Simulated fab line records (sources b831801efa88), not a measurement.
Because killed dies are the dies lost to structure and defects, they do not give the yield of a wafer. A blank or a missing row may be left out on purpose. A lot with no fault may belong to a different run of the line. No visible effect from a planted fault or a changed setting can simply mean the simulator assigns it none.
fab line records | flow sky130
record lots=6 | wafers=18 | lastDay=52
route steps=708 shown SD_N@344 SD_P@359 RES_XHIGH@360 PAD_OPEN@708
lots that met no fault: taken from a fault-free run of the same line
startH: start of the lot's first displayed wafer, in hours after the record's first day | waitH: hours since the lot's step before | " unchanged from the row above | L1.1+2: one row covering several wafers at once | - no value present, or no start provided | * or withheld: withheld | < > ~ a bound
route shown NAME@n: names a module that has steps shown in the file, with the first one's number in the route | usual: the fault-free wafers' mean and standard deviation | same: alike in all rows | chamber/n: place in a boat | sites: readings site by site | _std_site: their standard deviation | _edge_site: outer sites' mean less inner sites' | radiusMm: how far each site lies from the wafer's centre | mask NAME#n: copy n | behind: tool/chamber where the wafer was last shaped | hold: the reason the lot was held/the length of the hold in hours/how it ended | device: which transistor (n, p or np) failed to switch | end of line: the same wafers' tests at the end of the route | step lacking rows: just its recipe | killed: the dies lost at the first sort to structure and to defects; this is not the yield of the wafer | map: the dies of a wafer, with x for killed, . for not killed, _ for no die there
set.NAME: the run value of the setting; set.NAME@STEP: its run value at that earlier step | model.NAME: the simulator's own value behind a step, which no gauge read
certain route steps with their lots: each step a table, each wafer a row
services: a tool's chamber out of use, with start hour (startH, from the record's first day; less than 0 if before it), hours out, and reason
## steps
# step SKY_SD_N_COAT_02
# recipe resist=NOVOLAK | spinRpm=3000 | resistThkNm=1159
# step SKY_SD_N_SOFTBAKE_03
# recipe tempC=90 | timeS=60 | resist=NOVOLAK
# step SKY_SD_N_EXPOSE_04
# recipe maskId=NSDM | na=0.6 | sourceShape=conventional | sigmaOuter=0.6 | polarization=unpolarized | targetCdNm=380 | doseMj=141
# step SKY_SD_N_PEB_05
# recipe tempC=withheld | timeS=* | resist=NOVOLAK
# step SKY_SD_N_DEVELOP_06
# recipe resist=NOVOLAK | developer=TMAH | developTimeS=60 | devTempC=23
# step SKY_SD_N_CD_MEAS_07
# recipe targetCdNm=380
# usual cdNm=380.7/2.5
lot.wafer | tool     | chamber | startH | waitH | cdNm
L471.1    | cdSem-02 | -       | 671.39 | 0.1   | 378.9
L471.5    | "        | -       | "      | "     | 377.3
L471.6    | "        | -       | "      | "     | 378.1
L487.3    | cdSem-02 | -       | 818.93 | 0.1   | 375.6
L487.4    | "        | -       | "      | "     | 376.6
L487.6    | "        | -       | "      | "     | 377.8
L488.1    | cdSem-02 | -       | 829.65 | 0.1   | 384.7
L488.3    | "        | -       | "      | "     | 383.9
L488.6    | "        | -       | "      | "     | 384.8
L490.2    | cdSem-01 | -       | 835.51 | 0.1   | 381.5
L490.3    | "        | -       | "      | "     | 382.7
L490.6    | "        | -       | "      | "     | 383.2
L491.1    | cdSem-01 | -       | 846.20 | 0.1   | 384.5
L491.4    | "        | -       | "      | "     | 385.1
L491.5    | "        | -       | "      | "     | 384.2
L492.1    | cdSem-01 | -       | 850.74 | 0.1   | 381.9
L492.4    | "        | -       | "      | "     | 379.1
L492.5    | "        | -       | "      | "     | 380.2
# step SKY_SD_N_OVL_MEAS_08
# usual SD_N_OVL=0.9/1.2
lot.wafer | tool       | chamber | startH | waitH | SD_N_OVL[nm]
L471.1    | overlay-02 | -       | 671.51 | 0.1   | 1.1
L471.5    | "          | -       | "      | "     | 1.2
L471.6    | "          | -       | "      | "     | 3.8
L487.3    | overlay-01 | -       | 819.02 | 0.1   | -0.6
L487.4    | "          | -       | "      | "     | 0.2
L487.6    | "          | -       | "      | "     | -0.4
L488.1    | overlay-01 | -       | 829.77 | 0.1   | 0.3
L488.3    | "          | -       | "      | "     | 0.4
L488.6    | "          | -       | "      | "     | 0.1
L490.2    | overlay-01 | -       | 835.62 | 0.1   | -1.1
L490.3    | "          | -       | "      | "     | 1.0
L490.6    | "          | -       | "      | "     | -0.5
L491.1    | overlay-02 | -       | 846.32 | 0.1   | -0.9
L491.4    | "          | -       | "      | "     | -2.1
L491.5    | "          | -       | "      | "     | -1.4
L492.1    | overlay-02 | -       | 850.86 | 0.1   | 0.2
L492.4    | "          | -       | "      | "     | 0.6
L492.5    | "          | -       | "      | "     | 0.0
# step SKY_SD_N_IMPLANT_09
# recipe species=As | energyKev=50 | doseCm2=4e+15 | tiltDeg=0
# step SKY_SD_N_IMPLANT_10
# recipe species=P | energyKev=20 | doseCm2=1e+14 | tiltDeg=0
# step SKY_SD_N_STRIP_11
# recipe chemistry=O2/N2 | powerW=1400 | pressureMtorr=1500 | platenTempC=withheld | o2FlowSccm=3000 | n2FlowSccm=300 | overashFraction=0.5
# usual drypumpMotorCurrentA=5.88/0.17 | oesProductAu=0.529/0.0045 | stripTimeToEndpointS=22.73/0.034
lot.wafer | tool           | chamber | startH | waitH | drypumpMotorCurrentA | oesProductAu | rfHoursCounterH | stripTimeToEndpointS
L471.1    | plasmaAsher-02 | 1       | 671.85 | 0.1   | 6.01                 | 0.526        | 89              | 22.73
L471.5    | "              | 1       | "      | "     | 6.01                 | 0.526        | -               | 22.76
L471.6    | "              | 0       | "      | "     | 5.57                 | 0.527        | -               | 22.77
L487.3    | plasmaAsher-01 | 1       | 819.38 | 0.1   | 6.06                 | 0.531        | -               | 22.74
L487.4    | "              | 0       | "      | "     | 5.82                 | 0.527        | -               | 22.69
L487.6    | "              | 1       | "      | "     | 6.07                 | 0.529        | -               | 22.71
L488.1    | plasmaAsher-04 | 1       | 830.11 | 0.1   | 5.73                 | 0.531        | 71              | 22.77
L488.3    | "              | 0       | "      | "     | 6.05                 | 0.530        | -               | 22.81
L488.6    | "              | 1       | "      | "     | 5.75                 | 0.531        | -               | 22.79
L490.2    | plasmaAsher-01 | 0       | 835.95 | 0.1   | 5.81                 | 0.529        | 96              | 22.75
L490.3    | "              | 0       | "      | "     | 5.84                 | 0.531        | -               | 22.72
L490.6    | "              | 1       | "      | "     | 6.06                 | 0.525        | -               | 22.71
L491.1    | plasmaAsher-01 | 1       | 846.66 | 0.1   | 6.02                 | 0.525        | 97              | 22.68
L491.4    | "              | 0       | "      | "     | 5.87                 | 0.538        | -               | 22.64
L491.5    | "              | 0       | "      | "     | 5.82                 | 0.531        | -               | 22.69
L492.1    | plasmaAsher-01 | 0       | 851.20 | 0.1   | 5.84                 | 0.529        | 97              | 22.75
L492.4    | "              | 0       | "      | "     | 5.82                 | 0.533        | -               | 22.74
L492.5    | "              | 1       | "      | "     | 6.05                 | 0.530        | -               | 22.76
# step SKY_SD_N_TW_MEAS_12
# usual SD_N_TW=3993/18
lot.wafer | tool         | chamber | startH | waitH | SD_N_TW
L471.1    | filmMetro-04 | -       | 671.95 | 0.1   | 3980
L471.5    | "            | -       | "      | "     | 3981
L471.6    | "            | -       | "      | "     | 4001
L487.3    | filmMetro-04 | -       | 819.47 | 0.1   | 3991
L487.4    | "            | -       | "      | "     | 3991
L487.6    | "            | -       | "      | "     | 3995
L488.1    | filmMetro-04 | -       | 830.21 | 0.1   | 4011
L488.3    | "            | -       | "      | "     | 4016
L488.6    | "            | -       | "      | "     | 4007
L490.2    | filmMetro-01 | -       | 836.06 | 0.1   | 4003
L490.3    | "            | -       | "      | "     | 4016
L490.6    | "            | -       | "      | "     | 4007
L491.1    | filmMetro-04 | -       | 846.76 | 0.1   | 3990
L491.4    | "            | -       | "      | "     | 3981
L491.5    | "            | -       | "      | "     | 3991
L492.1    | filmMetro-02 | -       | 851.30 | 0.1   | 4006
L492.4    | "            | -       | "      | "     | 3999
L492.5    | "            | -       | "      | "     | 4005
# step SKY_SD_N_CLEAN_13
# recipe chemistry=SC1/SC2 | mix=1:4:20 | tempC=70 | timeS=150 | dry=n2Spin
# step SKY_SD_N_RTA_14
# recipe tempC=1075 | timeS=2 | idleTempC=650 | rampUpCPerS=150 | rampDownCPerS=90 | ambient=N2
# usual lampPowerPct=15.74/0.052 | wafer_temp_C_max=1078.2/1.4
lot.wafer | tool         | chamber | startH | waitH | lampPowerPct | wafer_temp_C_max
L471.1    | rtpAnneal-01 | 0       | 672.06 | 0.0   | 15.77        | 1077.9
L471.5    | "            | 0       | "      | "     | 15.70        | 1076.3
L471.6    | "            | 0       | "      | "     | 15.73        | 1077.3
L487.3    | rtpAnneal-01 | 0       | 819.58 | 0.0   | 15.67        | 1078.6
L487.4    | "            | 0       | "      | "     | 15.88        | 1077.4
L487.6    | "            | 0       | "      | "     | 15.72        | 1076.9
L488.1    | rtpAnneal-01 | 0       | 830.32 | 0.0   | 15.67        | 1077.5
L488.3    | "            | 0       | "      | "     | 15.82        | 1080.3
L488.6    | "            | 0       | "      | "     | 15.81        | 1077.0
L490.2    | rtpAnneal-02 | 0       | 836.17 | 0.0   | 15.75        | 1080.0
L490.3    | "            | 0       | "      | "     | 15.66        | 1077.5
L490.6    | "            | 0       | "      | "     | 15.69        | 1080.0
L491.1    | rtpAnneal-01 | 0       | 846.87 | 0.0   | 15.71        | 1079.6
L491.4    | "            | 0       | "      | "     | 15.71        | 1076.9
L491.5    | "            | 0       | "      | "     | 15.72        | 1079.0
L492.1    | rtpAnneal-02 | 0       | 851.42 | 0.0   | 15.71        | 1076.6
L492.4    | "            | 0       | "      | "     | 15.78        | 1077.6
L492.5    | "            | 0       | "      | "     | 15.77        | 1077.5
# step SKY_SD_N_RS_MEAS_16
# recipe thkMeasGauge=four-point-probe
# usual SD_N_RS=68.55/0.13
lot.wafer | tool         | chamber | startH | waitH | SD_N_RS[ohm/sq]
L471.1    | filmMetro-02 | -       | 672.23 | 0.1   | 68.38
L471.5    | "            | -       | "      | "     | 68.58
L471.6    | "            | -       | "      | "     | 68.61
L487.3    | filmMetro-01 | -       | 819.77 | 0.1   | 68.31
L487.4    | "            | -       | "      | "     | 68.57
L487.6    | "            | -       | "      | "     | 68.44
L488.1    | filmMetro-02 | -       | 830.49 | 0.1   | 71.50
L488.3    | "            | -       | "      | "     | 71.30
L488.6    | "            | -       | "      | "     | 71.28
L490.2    | filmMetro-01 | -       | 836.35 | 0.1   | 68.49
L490.3    | "            | -       | "      | "     | 68.53
L490.6    | "            | -       | "      | "     | 68.35
L491.1    | filmMetro-02 | -       | 847.04 | 0.1   | 71.38
L491.4    | "            | -       | "      | "     | 71.41
L491.5    | "            | -       | "      | "     | 71.42
L492.1    | filmMetro-04 | -       | 851.59 | 0.1   | 68.51
L492.4    | "            | -       | "      | "     | 68.51
L492.5    | "            | -       | "      | "     | 68.51
# step SKY_SD_N_RS_MEAS_17
# recipe thkMeasGauge=four-point-probe
# usual SD_P_RS=147.0/0.37
lot.wafer | tool         | chamber | startH | waitH | SD_P_RS[ohm/sq]
L471.1    | filmMetro-02 | -       | 672.35 | 0.1   | 146.7
L471.5    | "            | -       | "      | "     | 146.4
L471.6    | "            | -       | "      | "     | 146.7
L487.3    | filmMetro-01 | -       | 819.89 | 0.1   | 146.9
L487.4    | "            | -       | "      | "     | 146.8
L487.6    | "            | -       | "      | "     | 146.7
L488.1    | filmMetro-02 | -       | 830.61 | 0.1   | 162.8
L488.3    | "            | -       | "      | "     | 162.5
L488.6    | "            | -       | "      | "     | 162.9
L490.2    | filmMetro-01 | -       | 836.47 | 0.1   | 146.9
L490.3    | "            | -       | "      | "     | 147.0
L490.6    | "            | -       | "      | "     | 146.8
L491.1    | filmMetro-02 | -       | 847.16 | 0.1   | 162.0
L491.4    | "            | -       | "      | "     | 162.5
L491.5    | "            | -       | "      | "     | 162.7
L492.1    | filmMetro-04 | -       | 851.71 | 0.1   | 146.5
L492.4    | "            | -       | "      | "     | 146.7
L492.5    | "            | -       | "      | "     | 147.0
# step SKY_SD_N_RS_MEAS_18
# recipe thkMeasGauge=four-point-probe
# usual RES_XHIGH_RS=327.2/1.2
lot.wafer | tool         | chamber | startH | waitH | RES_XHIGH_RS[ohm/sq]
L471.1    | filmMetro-02 | -       | 672.47 | 0.1   | 327.4
L471.5    | "            | -       | "      | "     | 327.2
L471.6    | "            | -       | "      | "     | 326.1
L487.3    | filmMetro-01 | -       | 820.01 | 0.1   | 325.0
L487.4    | "            | -       | "      | "     | 324.2
L487.6    | "            | -       | "      | "     | 325.9
L488.1    | filmMetro-02 | -       | 830.73 | 0.1   | 330.5
L488.3    | "            | -       | "      | "     | 328.9
L488.6    | "            | -       | "      | "     | 330.5
L490.2    | filmMetro-01 | -       | 836.59 | 0.1   | 326.9
L490.3    | "            | -       | "      | "     | 327.8
L490.6    | "            | -       | "      | "     | 328.2
L491.1    | filmMetro-02 | -       | 847.28 | 0.1   | 329.5
L491.4    | "            | -       | "      | "     | 328.6
L491.5    | "            | -       | "      | "     | 329.6
L492.1    | filmMetro-04 | -       | 851.83 | 0.1   | 324.4
L492.4    | "            | -       | "      | "     | 324.2
L492.5    | "            | -       | "      | "     | 324.9
# step SKY_PAD_OPEN_PROBE_99
# usual killed_at_M0_to_M3=44/7.1 | killed_at_M4_up=3.3/1.9 | killedAtContacts=24/5.3 | killedAtFrontEnd=15/4.5 | killedAtOther=0.3/0.55 | killedDies=86/9.5 | killedOpen=46/7.3 | killedShort=39/6.4
# same grossDies=492 | killedAtBackSide=0
lot.wafer | tool      | chamber | startH  | waitH | killed_at_M0_to_M3 | killed_at_M4_up | killedAtContacts | killedAtFrontEnd | killedAtOther | killedDies | killedOpen | killedShort | model.etest.resXhighPo.lineOhmUm | model.etest.resXhighPo.rsOhmSqRimLessCentre | model.etest.resXhighPo.rsOhmSqRange | model.etest.resXhighPo.rsOhmSq | model.etest.pfet_01v8.rOnOhmUm | model.etest.tipP.rsOhmSq | model.etest.resPdiff.lineOhmUm | model.etest.tipP.rsOhmSqRimLessCentre
L471.1    | prober-01 | -       | 1117.86 | 0.1   | 63                 | 1               | 12               | 19               | 0             | 95         | 59         | 36          | 5261                             | -50.43                                      | 88.02                               | 1867                           | 2948                           | 6907                     | 1384                           | 111.8
L471.5    | prober-01 | -       | 1118.06 | 0.2   | 45                 | 6               | 17               | 16               | 0             | 84         | 45         | 39          | 5225                             | -77.42                                      | 103.9                               | 1850                           | 2915                           | 6900                     | 1374                           | -37.02
L471.6    | prober-01 | -       | 1118.11 | 0.2   | 45                 | 2               | 16               | 9                | 2             | 74         | 38         | 35          | 5221                             | -71.47                                      | 103.2                               | 1827                           | 2843                           | 6884                     | 1374                           | 67.86
L487.3    | prober-01 | -       | 1220.32 | 0.2   | 43                 | 5               | 33               | 21               | 0             | 102        | 54         | 48          | 5455                             | -9.035                                      | 42.2                                | 1883                           | 2867                           | 6866                     | 1415                           | 62.52
L487.4    | prober-01 | -       | 1220.37 | 0.2   | 42                 | 5               | 24               | 15               | 0             | 86         | 48         | 38          | 5079                             | -21.91                                      | 29.63                               | 1784                           | 2854                           | 6838                     | 1369                           | 59.77
L487.6    | prober-01 | -       | 1220.47 | 0.2   | 43                 | 3               | 25               | 17               | 0             | 88         | 51         | 35          | 5076                             | -21.42                                      | 38.33                               | 1772                           | 2814                           | 6833                     | 1381                           | -3.444
L488.1    | prober-01 | -       | 1226.01 | 0.1   | 40                 | 1               | 20               | 13               | 0             | 74         | 37         | 37          | 6293                             | 518                                         | 550.1                               | 2236                           | 3113                           | 7099                     | 1489                           | 108.5
L488.3    | prober-01 | -       | 1226.11 | 0.2   | 43                 | 5               | 24               | 13               | 1             | 86         | 43         | 43          | 6645                             | 525.7                                       | 557.4                               | 2298                           | 3093                           | 7080                     | 1510                           | 71.37
L488.6    | prober-01 | -       | 1226.26 | 0.2   | 37                 | 3               | 27               | 12               | 0             | 79         | 45         | 33          | 6263                             | 494.5                                       | 535.9                               | 2185                           | 3108                           | 7127                     | 1535                           | -13.81
L490.2    | prober-02 | -       | 1230.66 | 0.1   | 50                 | 3               | 26               | 16               | 0             | 95         | 51         | 44          | 5096                             | 48.82                                       | 89.26                               | 1782                           | 2946                           | 6890                     | 1406                           | -135.9
L490.3    | prober-02 | -       | 1230.71 | 0.2   | 40                 | 2               | 28               | 17               | 0             | 87         | 33         | 53          | 5197                             | 60.51                                       | 80.93                               | 1845                           | 2950                           | 6886                     | 1376                           | -65.73
L490.6    | prober-02 | -       | 1230.86 | 0.2   | 43                 | 8               | 22               | 22               | 1             | 96         | 44         | 51          | 5328                             | 35.56                                       | 58.68                               | 1836                           | 2952                           | 6837                     | 1410                           | 21.31
L491.1    | prober-01 | -       | 1235.42 | 0.1   | 48                 | 4               | 33               | 22               | 0             | 107        | 58         | 49          | 6696                             | 594.1                                       | 634.3                               | 2321                           | 3219                           | 7135                     | 1524                           | 193.2
L491.4    | prober-01 | -       | 1235.57 | 0.2   | 33                 | 3               | 37               | 16               | 0             | 89         | 49         | 40          | 6779                             | 608.9                                       | 652.1                               | 2331                           | 3209                           | 7097                     | 1533                           | 75.95
L491.5    | prober-01 | -       | 1235.62 | 0.2   | 50                 | 3               | 30               | 17               | 0             | 100        | 55         | 45          | 6834                             | 599.6                                       | 626.3                               | 2337                           | 3186                           | 7178                     | 1538                           | 168.9
L492.1    | prober-01 | -       | 1238.02 | 0.1   | 43                 | 0               | 20               | 12               | 0             | 75         | 40         | 35          | 5133                             | 35.25                                       | 64.76                               | 1825                           | 2974                           | 6951                     | 1379                           | -30.79
L492.4    | prober-01 | -       | 1238.17 | 0.2   | 38                 | 1               | 20               | 21               | 0             | 80         | 42         | 36          | 5342                             | 18.59                                       | 51.87                               | 1895                           | 2924                           | 6895                     | 1374                           | -177.6
L492.5    | prober-01 | -       | 1238.22 | 0.2   | 42                 | 2               | 27               | 14               | 0             | 85         | 51         | 34          | 5238                             | 46.63                                       | 67.3                                | 1865                           | 2882                           | 6873                     | 1403                           | -147.4
# killed by level:class
L471.1 VIA1:geometricParticle:open=13 VIA2:geometricParticle:open=11 VIA3:geometricParticle:open=8 VIA1:geometricParticle:short=7 POLY_GATE:geometricParticle:short=6 METAL3:geometricParticle:short=5 CONTACT:geometricParticle:open=5 FIELD_ISO:geometricParticle:open=4
L471.5 METAL1:geometricParticle:short=9 VIA1:geometricParticle:short=9 VIA1:geometricParticle:open=8 CONTACT:geometricParticle:open=7 VIA2:geometricParticle:open=6 FIELD_ISO:geometricParticle:open=5 POLY_GATE:geometricParticle:short=5 LI_CONTACT:geometricParticle:open=4
L471.6 VIA1:geometricParticle:open=13 CONTACT:geometricParticle:open=6 METAL2:geometricParticle:short=6 VIA1:geometricParticle:short=5 LI_CONTACT:geometricParticle:open=4 METAL1:geometricParticle:short=4 VIA3:geometricParticle:open=4 VIA2:geometricParticle:short=3
L487.3 CONTACT:geometricParticle:open=13 VIA1:geometricParticle:open=9 POLY_GATE:geometricParticle:open=6 LI_CONTACT:geometricParticle:open=5 VIA2:geometricParticle:open=5 CONTACT:geometricParticle:short=5 METAL2:geometricParticle:short=5 VIA1:geometricParticle:short=5
L487.4 LI_CONTACT:geometricParticle:open=9 METAL2:geometricParticle:short=8 CONTACT:geometricParticle:open=7 VIA2:geometricParticle:open=6 VIA1:geometricParticle:open=5 METAL2:geometricParticle:open=5 POLY_GATE:geometricParticle:open=4 LOCAL_INTERCONNECT:geometricParticle:short=4
L487.6 VIA3:geometricParticle:open=9 VIA2:geometricParticle:open=7 CONTACT:geometricParticle:open=7 VIA1:geometricParticle:open=7 LI_CONTACT:geometricParticle:open=6 POLY_GATE:geometricParticle:short=5 LOCAL_INTERCONNECT:geometricParticle:short=5 FIELD_ISO:geometricParticle:open=4
L488.1 VIA3:geometricParticle:open=7 CONTACT:geometricParticle:open=7 FIELD_ISO:geometricParticle:short=6 LI_CONTACT:geometricParticle:open=6 VIA1:geometricParticle:open=6 VIA2:geometricParticle:open=6 VIA1:geometricParticle:short=5 CONTACT:geometricParticle:short=5
L488.3 CONTACT:geometricParticle:open=12 VIA1:geometricParticle:open=9 VIA1:geometricParticle:short=8 METAL4:geometricParticle:short=5 POLY_GATE:geometricParticle:short=5 METAL1:geometricParticle:short=5 FIELD_ISO:geometricParticle:open=4 METAL2:geometricParticle:short=4
L488.6 CONTACT:geometricParticle:open=10 VIA3:geometricParticle:open=8 LI_CONTACT:geometricParticle:open=7 VIA1:geometricParticle:open=6 METAL1:geometricParticle:short=5 METAL2:geometricParticle:short=5 POLY_GATE:geometricParticle:open=4 CONTACT:geometricParticle:short=4
L490.2 VIA1:geometricParticle:open=11 METAL1:geometricParticle:short=10 LI_CONTACT:geometricParticle:open=9 CONTACT:geometricParticle:open=8 VIA1:geometricParticle:short=6 VIA2:geometricParticle:open=6 VIA2:geometricParticle:short=6 POLY_GATE:geometricParticle:open=5
L490.3 METAL1:geometricParticle:short=10 CONTACT:geometricParticle:open=9 LOCAL_INTERCONNECT:geometricParticle:short=8 CONTACT:geometricParticle:short=6 VIA1:geometricParticle:open=6 VIA2:geometricParticle:open=5 POLY_GATE:geometricParticle:short=4 POLY_GATE:geometricParticle:open=4
L490.6 CONTACT:geometricParticle:open=9 FIELD_ISO:geometricParticle:short=7 LI_CONTACT:geometricParticle:open=7 VIA1:geometricParticle:open=6 POLY_GATE:geometricParticle:short=6 METAL1:geometricParticle:short=6 METAL4:geometricParticle:short=6 VIA2:geometricParticle:short=5
L491.1 CONTACT:geometricParticle:open=13 POLY_GATE:geometricParticle:short=9 VIA3:geometricParticle:open=8 VIA1:geometricParticle:short=7 LI_CONTACT:geometricParticle:open=7 VIA1:geometricParticle:open=7 CONTACT:geometricParticle:short=6 METAL2:geometricParticle:short=6
L491.4 LI_CONTACT:geometricParticle:open=12 CONTACT:geometricParticle:open=10 VIA1:geometricParticle:open=8 METAL1:geometricParticle:short=6 CONTACT:geometricParticle:short=6 FIELD_ISO:geometricParticle:open=5 LOCAL_INTERCONNECT:geometricParticle:short=5 FIELD_ISO:geometricParticle:short=4
L491.5 VIA2:geometricParticle:open=10 VIA1:geometricParticle:open=9 LI_CONTACT:geometricParticle:open=8 CONTACT:geometricParticle:open=8 VIA1:geometricParticle:short=8 CONTACT:geometricParticle:short=6 METAL2:geometricParticle:short=6 LI_CONTACT:geometricParticle:short=5
L492.1 VIA1:geometricParticle:open=13 CONTACT:geometricParticle:open=7 VIA2:geometricParticle:open=7 METAL1:geometricParticle:short=6 LI_CONTACT:geometricParticle:short=5 METAL2:geometricParticle:short=5 CONTACT:geometricParticle:short=5 VIA3:geometricParticle:open=5
L492.4 VIA1:geometricParticle:open=12 FIELD_ISO:geometricParticle:short=7 CONTACT:geometricParticle:short=7 FIELD_ISO:geometricParticle:open=6 VIA2:geometricParticle:short=5 VIA3:geometricParticle:open=5 LI_CONTACT:geometricParticle:short=4 CONTACT:geometricParticle:open=4
L492.5 CONTACT:geometricParticle:open=13 VIA1:geometricParticle:open=10 LI_CONTACT:geometricParticle:open=7 VIA1:geometricParticle:short=6 VIA3:geometricParticle:open=6 VIA2:geometricParticle:open=6 METAL1:geometricParticle:short=5 FIELD_ISO:geometricParticle:open=3
## services
tool           | chamber | startH | hours | kind
plasmaAsher-01 | -       | 675.30 | 3.6   | repair
plasmaAsher-01 | -       | 679.46 | 0.8   | repair
plasmaAsher-01 | -       | 727.02 | 2.4   | repair
plasmaAsher-02 | -       | 733.75 | 9.0   | pm
plasmaAsher-02 | 0       | 733.75 | 9.0   | ventCycle
plasmaAsher-02 | 1       | 733.75 | 9.0   | ventCycle
plasmaAsher-02 | 0       | 742.75 | -     | clean
plasmaAsher-02 | 1       | 742.75 | -     | clean
plasmaAsher-04 | -       | 752.08 | 14.6  | pm
rtpAnneal-02   | -       | 763.15 | 2.4   | pm
plasmaAsher-01 | -       | 789.96 | 15.6  | pm
plasmaAsher-04 | -       | 827.93 | 1.5   | repair
plasmaAsher-04 | -       | 848.35 | 1.7   | repair
## key
firstSign step=SKY_SD_N_RS_MEAS_16 | reading=SD_N_RS | direction=up | sigmas=21 | usual=68.55 | struck=71.38
effect step=SKY_SD_N_RS_MEAS_17 | reading=SD_P_RS | direction=up | sigmas=42 | usual=147.0 | struck=162.5
effect step=SKY_SD_N_RS_MEAS_18 | reading=RES_XHIGH_RS | direction=up | sigmas=2 | usual=327.2 | struck=329.6
modelEffect step=SKY_PAD_OPEN_PROBE_99 | value=etest.resXhighPo.lineOhmUm | without=5561 | struck=6585
metAt SKY_SD_N_RTA_14
struckWafers L488.1,L488.3,L488.6,L491.1,L491.4,L491.5
testerLeftOut L488,L491
onsetBetween 819.58 830.32
fault kind=processParameterDrift | tool=rtpAnneal-01 | chamber=- | onsetH=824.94 | steps=SKY_SD_N_RTA_14 | channel=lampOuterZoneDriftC | offset=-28 | shape=step | endH=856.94
# testerLeftOut: of these lots the tester's yield and bins aren't shown, on N5 and GAA mostly nor the transistor test; their killed dies are dies lost to structure and defects alone, not to doping, threshold or leakage, so they don't give the yield
